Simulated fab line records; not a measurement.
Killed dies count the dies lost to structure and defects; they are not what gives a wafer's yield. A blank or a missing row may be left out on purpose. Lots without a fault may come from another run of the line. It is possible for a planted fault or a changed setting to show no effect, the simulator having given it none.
8D (eight disciplines) problem report, filled in by code / flow gf180mcu / the parts of the form that need people (team, actions taken, sign-off) are left out

## 1. THE PROBLEM
cathodeDcPowerW at GF_M4_SPUTTER_04 reads a mean of 5104.6 W on 2 wafers of 2 lots; wafers without a fault read 6500.0 W with a standard deviation of 1. That is -99 or more standard deviations from the usual mean.
The step: material TiN, target thk 50 nm, time 41.7 s.
Seen first at day 27 20:52 on pvdSputter-04, wafer L943.1. The record holds 18 wafers of 6 lots with a number at this step. Rule for "out", or "out of limits": more than 4 standard deviations from the usual mean. Any other wafer with a number is counted as sound.

## 2. WHAT THIS IS AND IS NOT
question=which readings at this step | is=cathodeDcPowerW | is not=throttleValvePct
question=which lots | is=L943, L945 | is not=L930, L936, L948, L950
question=which wafers of those lots | is=L943.1, L945.6 | is not=L943.2, L943.3, L945.1, L945.2
question=read on which tools | is=pvdSputter-04 | is not=pvdSputter-01
question=when | is=from day 27 20:52 | is not=up to then (8 sound wafers); but 8 sound wafers of L945, L948, L950 came after

## 3. THE SUSPECTS, EACH WITH WHAT RULES IT OUT
Counting: a tool at a process step up to the reading stays a suspect if it ran every lot that is out. Sound lots after the first of them don't rule it out here, since some wafers of a struck lot are sound.
- pvdSputter-03 at GF_V3_SPUTTER_21 (material Ti, target thk 15 nm, time 80.02 s): kept. It processed each lot that is out (first: L943, day 27 19:59); up to then, its last sound lot is L936 (day 25 23:16).
- cvdW-02 at GF_V3_CVD_23 (deposits W, target thk 350 nm, time 104.9 s): kept. It ran every lot that is out, first L943 (day 27 20:05).
- pvdSputter-04 at GF_M4_SPUTTER_01 (material TiN, target thk 30 nm, time 25 s): kept. It processed each lot that is out (first: L943, day 27 20:47); up to then, its last sound lot is L936 (day 26 00:03).
- pvdSputter-04 at GF_M4_SPUTTER_03 (material Ti, target thk 10 nm, time 6.7 s): kept. It processed each lot that is out (first: L943, day 27 20:51); up to then, its last sound lot is L936 (day 26 00:07).
- pvdSputter-04 at GF_M4_SPUTTER_04 (material TiN, target thk 50 nm, time 41.7 s): kept. It processed each lot that is out (first: L943, day 27 20:52); up to then, its last sound lot is L936 (day 26 00:08). On those wafers its own readings are out: cathodeDcPowerW.
Left after counting: pvdSputter-03 at GF_V3_SPUTTER_21, cvdW-02 at GF_V3_CVD_23, pvdSputter-04 at GF_M4_SPUTTER_01, pvdSputter-04 at GF_M4_SPUTTER_03, pvdSputter-04 at GF_M4_SPUTTER_04.

## 4. THE CAUSE (what the simulator had put in)
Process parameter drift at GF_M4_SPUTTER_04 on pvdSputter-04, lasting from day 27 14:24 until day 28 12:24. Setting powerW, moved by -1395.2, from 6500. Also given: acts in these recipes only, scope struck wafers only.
After counting, 5 suspects remain, this tool included.

## 5. THE CHAIN OF EFFECTS, in route order
Each row: a reading whose mean over the struck wafers that have a number lies more than 3 standard deviations from the usual. Only readings whose record carries a usual standard deviation are examined. hours: median over the lots of the time between each lot's start at the first step of this table that gives one and its start at this step. sigmas: the change, counted in usual standard deviations.
hours=0; step=GF_M4_SPUTTER_04; reading=cathodeDcPowerW; usual=6500.0 W; on struck wafers=5104.6; change=-1395.4; sigmas=-99 or more
Here are the process steps it includes:
- GF_M4_SPUTTER_04: material TiN, target thk 50 nm, time 41.7 s.
Later measuring or inspecting steps at which every struck wafer that the step has a row for has a number for every such reading, and none has moved that far: GF_M4_RS_MEAS_05, GF_M4_THK_MEAS_06, GF_M4_CD_MEAS_14, GF_M4_OVL_MEAS_15, GF_V4_THK_MEAS_01, GF_V4_THK_MEAS_03, GF_V4_BOW_MEAS_05.

## 6. WHAT WOULD HAVE CAUGHT IT SOONER
The fault began at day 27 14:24; the first out-of-limits reading in this record came at day 27 20:52, 6 hours later.
